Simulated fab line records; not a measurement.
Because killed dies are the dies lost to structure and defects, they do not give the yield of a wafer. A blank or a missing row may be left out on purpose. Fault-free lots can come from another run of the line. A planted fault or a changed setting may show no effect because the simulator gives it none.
fab line records :: flow gf180mcu
[record]
  lots = 13
  wafers = 39
  lastDay = 34
route steps=602 shown STI@29
lots untouched by any fault: they come from a run of this same line in which no faults occurred
startH: hours from the record's opening day to when the first of the lot's shown wafers began :: waitH: hours elapsed since this lot's preceding step :: " as in the row above :: L1.1+2: a row that stands for several wafers :: - no value, or no start given :: * or withheld: withheld :: < > ~ a bound
route shown NAME@n: names a module that has steps shown in the file, with the first one's number in the route :: usual: the fault-free wafers' mean and standard deviation :: same: alike in all rows :: chamber/n: place in a boat :: sites: the reading at each site :: _std_site: standard deviation of those values :: _edge_site: the outer-site mean with the inner-site mean subtracted :: radiusMm: for every site, how far away it sits from the centre of the wafer :: mask NAME#n: copy n :: behind: the most recent tool/chamber to have shaped the wafer :: hold: what put the lot on hold/how long, in hours/how the hold closed :: device: transistor that didn't switch, given as n, p or np :: end of line: tests of these same wafers at the route's end :: for a step that has no rows: nothing shown but its recipe :: killed: dies lost to structure and defects at the first sort, not the wafer's yield :: map: a wafer's dies, x killed, . not, _ none there
set.NAME: the setting that was run; set.NAME@STEP: the one run at that earlier step :: model.NAME: the simulator's own value behind a step, which no gauge read
one table for each step of the route and one row for each wafer, over a sample of lots
services: from which hour (startH, from the record's first day; less than 0 if before it) a tool's chamber was out of use, for how many hours, and why
[[steps]]
[step GF_STI_WET_ETCH_28]
[recipe]
  chemistry = dHF
  targetDepthNm = 20
  dry = ipaMarangoni
  target = SiO2
  tempC = 25
  dilution = 10:1
  timeS = 40
[usual]
  bathHeatDutyPct = 6.0/0.63
  runLengthS = 68.4/2.7
lot.wafer: L100.3
tool: wetBench-01
chamber: 1
startH: 27.97
waitH: 0.0
bathHeatDutyPct: 5.6
runLengthS: 72.8

lot.wafer: L100.4
tool: wetBench-01
chamber: 1
startH: 27.97
waitH: 0.0
bathHeatDutyPct: 4.9
runLengthS: 72.8

lot.wafer: L100.5
tool: wetBench-01
chamber: 1
startH: 27.97
waitH: 0.0
bathHeatDutyPct: 5.8
runLengthS: 72.8

lot.wafer: L101.1
tool: wetBench-01
chamber: 1
startH: 33.33
waitH: 0.0
bathHeatDutyPct: 5.8
runLengthS: 73.2

lot.wafer: L101.3
tool: wetBench-01
chamber: 1
startH: 33.33
waitH: 0.0
bathHeatDutyPct: 5.5
runLengthS: 73.2

lot.wafer: L101.4
tool: wetBench-01
chamber: 1
startH: 33.33
waitH: 0.0
bathHeatDutyPct: 5.9
runLengthS: 73.2

lot.wafer: L103.1
tool: wetBench-04
chamber: 2
startH: 44.03
waitH: 0.0
bathHeatDutyPct: 6.6
runLengthS: 66.6

lot.wafer: L103.2
tool: wetBench-04
chamber: 2
startH: 44.03
waitH: 0.0
bathHeatDutyPct: 5.2
runLengthS: 66.6

lot.wafer: L103.6
tool: wetBench-04
chamber: 2
startH: 44.03
waitH: 0.0
bathHeatDutyPct: 5.1
runLengthS: 66.6

lot.wafer: L108.3
tool: wetBench-01
chamber: 2
startH: 70.47
waitH: 0.0
bathHeatDutyPct: 6.4
runLengthS: 49.8

lot.wafer: L108.4
tool: wetBench-01
chamber: 2
startH: 70.47
waitH: 0.0
bathHeatDutyPct: 5.8
runLengthS: 49.8

lot.wafer: L108.5
tool: wetBench-01
chamber: 2
startH: 70.47
waitH: 0.0
bathHeatDutyPct: 6.2
runLengthS: 49.8

lot.wafer: L115.3
tool: wetBench-03
chamber: 1
startH: 105.83
waitH: 0.0
bathHeatDutyPct: 6.2
runLengthS: 67.7

lot.wafer: L115.4
tool: wetBench-03
chamber: 1
startH: 105.83
waitH: 0.0
bathHeatDutyPct: 6.3
runLengthS: 67.7

lot.wafer: L115.6
tool: wetBench-03
chamber: 1
startH: 105.83
waitH: 0.0
bathHeatDutyPct: 6.2
runLengthS: 67.7

lot.wafer: L116.1
tool: wetBench-03
chamber: 1
startH: 112.06
waitH: 0.0
bathHeatDutyPct: 6.8
runLengthS: 67.6

lot.wafer: L116.3
tool: wetBench-03
chamber: 1
startH: 112.06
waitH: 0.0
bathHeatDutyPct: 5.6
runLengthS: 67.6

lot.wafer: L116.6
tool: wetBench-03
chamber: 1
startH: 112.06
waitH: 0.0
bathHeatDutyPct: 6.3
runLengthS: 67.6

lot.wafer: L117.2
tool: wetBench-04
chamber: 0
startH: 116.13
waitH: 0.0
bathHeatDutyPct: 5.8
runLengthS: 66.9

lot.wafer: L117.4
tool: wetBench-04
chamber: 0
startH: 116.13
waitH: 0.0
bathHeatDutyPct: 6.6
runLengthS: 66.9

lot.wafer: L117.5
tool: wetBench-04
chamber: 0
startH: 116.13
waitH: 0.0
bathHeatDutyPct: 5.1
runLengthS: 66.9

lot.wafer: L118.1
tool: wetBench-04
chamber: 2
startH: 121.21
waitH: 0.0
bathHeatDutyPct: 5.8
runLengthS: 66.8

lot.wafer: L118.3
tool: wetBench-04
chamber: 2
startH: 121.21
waitH: 0.0
bathHeatDutyPct: 6.0
runLengthS: 66.8

lot.wafer: L118.6
tool: wetBench-04
chamber: 2
startH: 121.21
waitH: 0.0
bathHeatDutyPct: 6.2
runLengthS: 66.8

lot.wafer: L119.1
tool: wetBench-03
chamber: 3
startH: 128.31
waitH: 0.0
bathHeatDutyPct: 5.7
runLengthS: 66.6

lot.wafer: L119.4
tool: wetBench-03
chamber: 3
startH: 128.31
waitH: 0.0
bathHeatDutyPct: 5.6
runLengthS: 66.6

lot.wafer: L119.6
tool: wetBench-03
chamber: 3
startH: 128.31
waitH: 0.0
bathHeatDutyPct: 5.2
runLengthS: 66.6

lot.wafer: L120.1
tool: wetBench-01
chamber: 1
startH: 132.80
waitH: 0.0
bathHeatDutyPct: 5.8
runLengthS: 66.3

lot.wafer: L120.4
tool: wetBench-01
chamber: 1
startH: 132.80
waitH: 0.0
bathHeatDutyPct: 5.7
runLengthS: 66.3

lot.wafer: L120.5
tool: wetBench-01
chamber: 1
startH: 132.80
waitH: 0.0
bathHeatDutyPct: 5.1
runLengthS: 66.3

lot.wafer: L121.1
tool: wetBench-03
chamber: 3
startH: 138.54
waitH: 0.0
bathHeatDutyPct: 6.3
runLengthS: 72.2

lot.wafer: L121.3
tool: wetBench-03
chamber: 3
startH: 138.54
waitH: 0.0
bathHeatDutyPct: 5.2
runLengthS: 72.2

lot.wafer: L121.4
tool: wetBench-03
chamber: 3
startH: 138.54
waitH: 0.0
bathHeatDutyPct: 4.1
runLengthS: 72.2

lot.wafer: L122.1
tool: wetBench-04
chamber: 2
startH: 146.69
waitH: 0.0
bathHeatDutyPct: 6.6
runLengthS: 66.3

lot.wafer: L122.2
tool: wetBench-04
chamber: 2
startH: 146.69
waitH: 0.0
bathHeatDutyPct: 6.5
runLengthS: 66.3

lot.wafer: L122.5
tool: wetBench-04
chamber: 2
startH: 146.69
waitH: 0.0
bathHeatDutyPct: 5.6
runLengthS: 66.3

lot.wafer: L123.1
tool: wetBench-04
chamber: 2
startH: 146.69
waitH: 0.0
bathHeatDutyPct: 7.0
runLengthS: 66.9

lot.wafer: L123.4
tool: wetBench-04
chamber: 2
startH: 146.69
waitH: 0.0
bathHeatDutyPct: 6.0
runLengthS: 66.9

lot.wafer: L123.5
tool: wetBench-04
chamber: 2
startH: 146.69
waitH: 0.0
bathHeatDutyPct: 5.8
runLengthS: 66.9
[[services]]
tool: wetBench-01
chamber: -
startH: 5.15
hours: 5.9
kind: repair
[[key]]
[firstSign]
  step = GF_STI_WET_ETCH_28
  reading = runLengthS
  direction = down
  sigmas = 6.8
  usual = *
  struck = *
effect none on later readings
metAt GF_STI_WET_ETCH_28
struckLots L108
struckWafers L108.3,L108.4,L108.5
testerLeftOut L108
[fault]
  kind = processParameterDrift
  tool = wetBench-01
  chamber = 2
  onsetH = 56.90
  steps = GF_STI_WET_ETCH_28
  channel = timeS
  offset = *
  shape = step
  endH = 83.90
  actsIn = *
  stated = *
// testerLeftOut: of these lots the tester's yield and bins aren't shown, on N5 and GAA mostly nor the transistor test; their killed dies are dies lost to structure and defects alone, not to doping, threshold or leakage, so they don't give the yield
